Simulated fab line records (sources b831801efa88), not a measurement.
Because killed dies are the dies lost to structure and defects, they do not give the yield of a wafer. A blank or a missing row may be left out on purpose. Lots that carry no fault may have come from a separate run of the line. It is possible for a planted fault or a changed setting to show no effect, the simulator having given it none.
fab line records	flow sky130
[record] lots = 12	wafers = 36	lastDay = 50
route steps=708 shown NWELL@76 VT_ADJUST_HVTP@95 VT_ADJUST_PCH@150 GATE_OXIDE@198
lots that met no fault: from a run of the same line without faults
startH: hours from the record's first day to the start of the lot's first wafer shown	waitH: hours since the lot's step before	" same as the row above	L1.1+2: a row that stands for several wafers	- either no value or no given start	* or withheld: withheld	< > ~ a bound
route shown NAME@n: a module of which the file shows steps, and the number in the route of the first	usual: average and standard deviation across the fault-free wafers	same: alike in all rows	chamber/n: place in a boat	sites: readings site by site	_std_site: standard deviation of those values	_edge_site: outer sites' mean less inner sites'	radiusMm: for every site, how far away it sits from the centre of the wafer	mask NAME#n: copy n	behind: the tool/chamber that last shaped the wafer	hold: why the lot was held/for how many hours/how that ended	device: the n, p or np transistor that did not switch	end of line: tests run on the same wafers once the route is complete	where a step has no rows: the recipe by itself	killed: the dies lost at the first sort to structure and to defects; this is not the yield of the wafer	map: per-die view of a wafer (x killed, . not killed, _ where there is no die)
set.NAME: the setting as run; set.NAME@STEP: as run at that earlier step	model.NAME: the simulator's own value behind a step, which no gauge read
the route's steps for a sample of lots (tables are steps, rows are wafers)
services: when a tool's chamber went out of use (startH, in hours from the record's first day, below 0 if earlier), for how many hours, and the reason
[[steps]]
[step SKY_NWELL_OVL_MEAS_23]
[usual] NWELL_01_OVL = 2.0/1.5
lot.wafer	tool	chamber	startH	waitH	NWELL_01_OVL[nm]
L185.1	overlay-01	-	100.73	-	3.1
L185.2	"	-	"	"	2.8
L185.3	"	-	"	"	3.2
L188.3	overlay-01	-	143.68	-	-1.4
L188.4	"	-	"	"	0.9
L188.5	"	-	"	"	0.3
L190.2	overlay-02	-	149.72	-	3.2
L190.4	"	-	"	"	0.9
L190.6	"	-	"	"	1.0
L189.4	overlay-01	-	150.39	-	2.7
L189.5	"	-	"	"	1.6
L189.6	"	-	"	"	3.2
L197.1	overlay-01	-	179.41	-	2.2
L197.2	"	-	"	"	0.5
L197.6	"	-	"	"	2.1
L196.1	overlay-01	-	179.73	-	3.1
L196.5	"	-	"	"	1.8
L196.6	"	-	"	"	2.5
L198.2	overlay-02	-	184.67	-	1.6
L198.3	"	-	"	"	3.3
L198.6	"	-	"	"	2.6
L200.1	overlay-01	-	197.62	-	2.1
L200.5	"	-	"	"	1.9
L200.6	"	-	"	"	0.8
L205.1	overlay-02	-	229.33	-	2.8
L205.2	"	-	"	"	2.3
L205.6	"	-	"	"	3.1
L206.1	overlay-02	-	234.88	-	3.2
L206.3	"	-	"	"	3.4
L206.6	"	-	"	"	2.9
L207.1	overlay-01	-	237.96	-	1.5
L207.4	"	-	"	"	2.4
L207.6	"	-	"	"	1.2
L208.1	overlay-01	-	242.48	-	0.5
L208.2	"	-	"	"	-0.5
L208.3	"	-	"	"	-1.3
[step SKY_VT_ADJUST_HVTP_STRIP_10]
[recipe] chemistry = O2/N2	powerW = 1400	pressureMtorr = 1500	platenTempC = withheld	o2FlowSccm = 3000	n2FlowSccm = 300	overashFraction = 0.5
[usual] drypumpMotorCurrentA = 5.5/0.6	o2FlowSccm = 3001/8.7	oesProductAu = 0.716/0.0045	stripTimeToEndpointS = 14.21/0.035
lot.wafer	tool	chamber	startH	waitH	drypumpMotorCurrentA	o2FlowSccm	oesProductAu	rfHoursCounterH	stripTimeToEndpointS
L185.1	plasmaAsher-02	0	118.98	0.1	5.9	3017	0.710	30	14.25
L185.2	"	1	"	"	6.4	2994	0.726	30	14.28
L185.3	"	1	"	"	6.4	2988	0.711	-	14.21
L188.3	plasmaAsher-01	0	162.56	0.1	6.0	2992	0.719	-	14.18
L188.4	"	1	"	"	4.9	2996	0.719	-	14.17
L188.5	"	0	"	"	6.0	2999	0.715	-	14.25
L190.2	plasmaAsher-02	1	169.35	0.1	6.4	3008	0.717	35	14.21
L190.4	"	1	"	"	6.4	3013	0.719	-	14.23
L190.6	"	1	"	"	6.4	3008	0.710	-	14.23
L189.4	plasmaAsher-01	1	170.36	0.1	4.9	3019	0.717	-	14.17
L189.5	"	0	"	"	6.0	3008	0.721	-	14.21
L189.6	"	1	"	"	4.9	3015	0.718	-	14.21
L197.1	plasmaAsher-02	1	201.85	0.1	6.4	3013	0.717	38	14.26
L197.2	"	0	"	"	5.9	2989	0.717	38	14.22
L197.6	"	0	"	"	5.9	2989	0.716	-	14.28
L196.1	plasmaAsher-03	0	201.93	0.1	4.9	3004	0.723	8	14.24
L196.5	"	1	"	"	4.9	3000	0.715	-	14.20
L196.6	"	0	"	"	4.9	2998	0.725	-	14.18
L198.2	plasmaAsher-01	0	207.60	0.1	6.1	2990	0.711	52	14.16
L198.3	"	0	"	"	6.0	3000	0.709	-	14.18
L198.6	"	0	"	"	6.1	2993	0.721	-	14.19
L200.1	plasmaAsher-02	0	221.08	0.1	5.8	3009	0.712	40	14.16
L200.5	"	0	"	"	5.9	3001	0.716	-	14.21
L200.6	"	1	"	"	6.4	3007	0.714	-	14.20
L205.1	plasmaAsher-03	0	252.70	0.1	4.9	3011	0.723	13	14.23
L205.2	"	1	"	"	4.9	2995	0.716	13	14.21
L205.6	"	1	"	"	4.9	3008	0.719	-	14.22
L206.1	plasmaAsher-01	0	259.09	0.1	6.0	2996	0.713	57	14.16
L206.3	"	0	"	"	6.0	3008	0.723	-	14.19
L206.6	"	0	"	"	6.0	3020	0.706	-	14.26
L207.1	plasmaAsher-02	1	262.04	0.1	6.4	2984	0.712	44	14.25
L207.4	"	0	"	"	5.8	2993	0.717	-	14.23
L207.6	"	1	"	"	6.4	2986	0.708	-	14.27
L208.1	plasmaAsher-02	0	267.55	0.1	5.9	3000	0.721	45	14.21
L208.2	"	1	"	"	6.4	2997	0.710	45	14.19
L208.3	"	0	"	"	5.9	3015	0.720	-	14.24
[step SKY_VT_ADJUST_PCH_OVL_MEAS_07]
[usual] VT_ADJUST_PCH_OVL = 0.6/1.3
lot.wafer	tool	chamber	startH	waitH	VT_ADJUST_PCH_OVL[nm]
L185.1	overlay-02	-	219.52	-	2.3
L185.2	"	-	"	"	1.8
L185.3	"	-	"	"	3.9
L188.3	overlay-02	-	273.34	-	0.2
L188.4	"	-	"	"	0.2
L188.5	"	-	"	"	1.2
L190.2	overlay-02	-	283.08	-	1.4
L190.4	"	-	"	"	1.7
L190.6	"	-	"	"	2.4
L189.4	overlay-02	-	285.11	-	1.2
L189.5	"	-	"	"	1.0
L189.6	"	-	"	"	1.8
L197.1	overlay-01	-	320.77	-	1.0
L197.2	"	-	"	"	1.4
L197.6	"	-	"	"	1.0
L196.1	overlay-02	-	322.57	-	0.9
L196.5	"	-	"	"	0.3
L196.6	"	-	"	"	0.2
L198.2	overlay-02	-	328.23	-	1.0
L198.3	"	-	"	"	-1.8
L198.6	"	-	"	"	0.8
L200.1	overlay-02	-	345.68	-	-1.3
L200.5	"	-	"	"	-0.4
L200.6	"	-	"	"	0.1
L205.1	overlay-02	-	382.35	-	-0.1
L205.2	"	-	"	"	-0.7
L205.6	"	-	"	"	-1.2
L206.1	overlay-02	-	390.22	-	1.0
L206.3	"	-	"	"	0.0
L206.6	"	-	"	"	0.5
L207.1	overlay-02	-	394.48	-	1.1
L207.4	"	-	"	"	3.7
L207.6	"	-	"	"	3.3
L208.1	overlay-02	-	400.00	-	-0.3
L208.2	"	-	"	"	0.0
L208.3	"	-	"	"	2.4
[step SKY_GATE_OXIDE_IMPLANT_11]
[recipe] species = B	energyKev = 10	doseCm2 = 2.6e+12	tiltDeg = withheld
[usual] doseIonsCm2 = 2.6006e+12/2.9e+09	endStationPressureTorr = 5e-06/2.6e-07
[same] implantIonAmu = 11
lot.wafer	tool	chamber	startH	waitH	doseIonsCm2	endStationPressureTorr
L185.1	implanter-04	0	299.82	0.0	2.5984e+12	4.86e-06
L185.2	"	0	"	"	2.6006e+12	4.86e-06
L185.3	"	0	"	"	2.5999e+12	5.35e-06
L188.3	implanter-02	0	357.92	0.1	2.5995e+12	5.11e-06
L188.4	"	0	"	"	2.5979e+12	4.73e-06
L188.5	"	0	"	"	2.599e+12	5.15e-06
L190.2	implanter-02	0	368.93	0.0	2.6036e+12	5.09e-06
L190.4	"	0	"	"	2.6006e+12	5.18e-06
L190.6	"	0	"	"	2.6023e+12	4.66e-06
L189.4	implanter-03	0	374.68	0.1	2.5975e+12	5.46e-06
L189.5	"	0	"	"	2.5991e+12	5.24e-06
L189.6	"	0	"	"	2.6022e+12	4.87e-06
L197.1	implanter-04	0	413.07	0.0	2.597e+12	5.07e-06
L197.2	"	0	"	"	2.6038e+12	5.05e-06
L197.6	"	0	"	"	2.5992e+12	5.52e-06
L196.1	implanter-04	0	417.77	0.0	2.6024e+12	5.27e-06
L196.5	"	0	"	"	2.6003e+12	5.31e-06
L196.6	"	0	"	"	2.6042e+12	5.12e-06
L198.2	implanter-04	0	421.58	0.0	2.5987e+12	4.82e-06
L198.3	"	0	"	"	2.5994e+12	4.86e-06
L198.6	"	0	"	"	2.6005e+12	4.88e-06
L200.1	implanter-02	0	437.55	0.0	2.6042e+12	4.92e-06
L200.5	"	0	"	"	2.6042e+12	5.11e-06
L200.6	"	0	"	"	2.6009e+12	5.61e-06
L205.1	implanter-04	0	480.55	0.0	2.7642e+12	4.95e-06
L205.2	"	0	"	"	2.759e+12	4.99e-06
L205.6	"	0	"	"	2.763e+12	5.14e-06
L206.1	implanter-04	0	488.32	0.0	2.758e+12	4.99e-06
L206.3	"	0	"	"	2.7618e+12	4.69e-06
L206.6	"	0	"	"	2.7597e+12	4.76e-06
L207.1	implanter-03	0	492.02	0.0	2.5926e+12	4.76e-06
L207.4	"	0	"	"	2.6019e+12	4.94e-06
L207.6	"	0	"	"	2.5954e+12	4.76e-06
L208.1	implanter-02	0	501.55	0.0	2.6024e+12	4.92e-06
L208.2	"	0	"	"	2.6031e+12	4.88e-06
L208.3	"	0	"	"	2.6016e+12	4.9e-06
[step SKY_GATE_OXIDE_TW_MEAS_14]
[usual] GATE_OXIDE_TW = 225.4/1.3
lot.wafer	tool	chamber	startH	waitH	hold	GATE_OXIDE_TW
L185.1	filmMetro-02	-	300.18	0.1	-	224.9
L185.2	"	-	"	"	-	224.0
L185.3	"	-	"	"	-	224.6
L188.3	filmMetro-03	-	358.24	0.1	-	223.4
L188.4	"	-	"	"	-	223.4
L188.5	"	-	"	"	-	224.8
L190.2	filmMetro-04	-	369.27	0.1	-	226.1
L190.4	"	-	"	"	-	227.8
L190.6	"	-	"	"	-	227.0
L189.4	filmMetro-03	-	374.99	0.1	-	224.2
L189.5	"	-	"	"	-	223.8
L189.6	"	-	"	"	-	224.4
L197.1	filmMetro-04	-	413.42	0.1	-	225.9
L197.2	"	-	"	"	-	227.1
L197.6	"	-	"	"	-	226.3
L196.1	filmMetro-03	-	418.12	0.1	-	224.2
L196.5	"	-	"	"	-	223.9
L196.6	"	-	"	"	-	224.1
L198.2	filmMetro-04	-	421.92	0.1	-	226.2
L198.3	"	-	"	"	-	225.4
L198.6	"	-	"	"	-	225.9
L200.1	filmMetro-02	-	437.91	0.1	-	225.2
L200.5	"	-	"	"	-	225.6
L200.6	"	-	"	"	-	225.7
L205.1	filmMetro-04	-	480.92	0.1	awaitDispo/0.2h/release	230.7
L205.2	"	-	"	"	awaitDispo/0.2h/release	230.0
L205.6	"	-	"	"	awaitDispo/0.2h/release	230.3
L205.1	filmMetro-04	-	481.14	0.2	-	229.4
L205.2	"	-	"	"	-	230.1
L205.6	"	-	"	"	-	229.6
L206.1	filmMetro-03	-	488.69	0.1	-	228.5
L206.3	"	-	"	"	-	228.6
L206.6	"	-	"	"	-	228.0
L207.1	filmMetro-03	-	492.38	0.1	-	225.0
L207.4	"	-	"	"	-	225.2
L207.6	"	-	"	"	-	224.8
L208.1	filmMetro-02	-	501.91	0.1	-	226.1
L208.2	"	-	"	"	-	224.4
L208.3	"	-	"	"	-	225.9
[[services]]
tool	chamber	startH	hours	kind
implanter-03	-	107.35	5.1	pm
plasmaAsher-03	-	108.75	9.0	pm
plasmaAsher-02	-	110.28	2.8	pm
plasmaAsher-01	-	163.85	1.7	repair
plasmaAsher-02	-	184.35	0.9	repair
implanter-02	-	215.18	1.3	repair
implanter-02	-	233.37	3.3	repair
plasmaAsher-03	-	239.85	1.7	repair
implanter-04	-	246.49	0.7	repair
plasmaAsher-03	-	262.27	14.6	pm
plasmaAsher-01	-	265.96	2.7	repair
implanter-03	-	270.92	2.0	repair
implanter-03	-	286.16	4.8	pm
plasmaAsher-03	-	304.46	11.6	repair
implanter-04	-	341.82	0.7	repair
implanter-04	-	351.85	7.4	pm
implanter-02	-	379.07	13.7	pm
plasmaAsher-02	-	387.77	0.6	repair
plasmaAsher-03	-	392.11	6.1	repair
implanter-02	-	400.51	3.2	repair
implanter-02	-	405.88	5.0	pm
plasmaAsher-01	-	437.62	14.6	pm
implanter-02	-	463.37	1.7	repair
implanter-02	-	473.87	3.5	repair
[[key]]
[firstSign] step = SKY_GATE_OXIDE_IMPLANT_11	reading = doseIonsCm2	direction = up	sigmas = 55	usual = *	struck = *
[effect] step = SKY_GATE_OXIDE_TW_MEAS_14	reading = visit	direction = added
metAt SKY_GATE_OXIDE_IMPLANT_11
struckLots L205,L206
testerLeftOut L205,L206
notActingAt SKY_NWELL_OVL_MEAS_23,SKY_VT_ADJUST_HVTP_STRIP_10,SKY_VT_ADJUST_PCH_OVL_MEAS_07
onsetBetween 421.58 480.55
[fault] kind = processParameterDrift	tool = implanter-04	chamber = -	onsetH = 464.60	steps = SKY_GATE_OXIDE_IMPLANT_11	channel = doseCm2	offset = *	shape = step	endH = 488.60	actsIn = *	stated = *
// testerLeftOut: of these lots the tester's yield and bins aren't shown, on N5 and GAA mostly nor the transistor test; their killed dies are dies lost to structure and defects alone, not to doping, threshold or leakage, so they don't give the yield
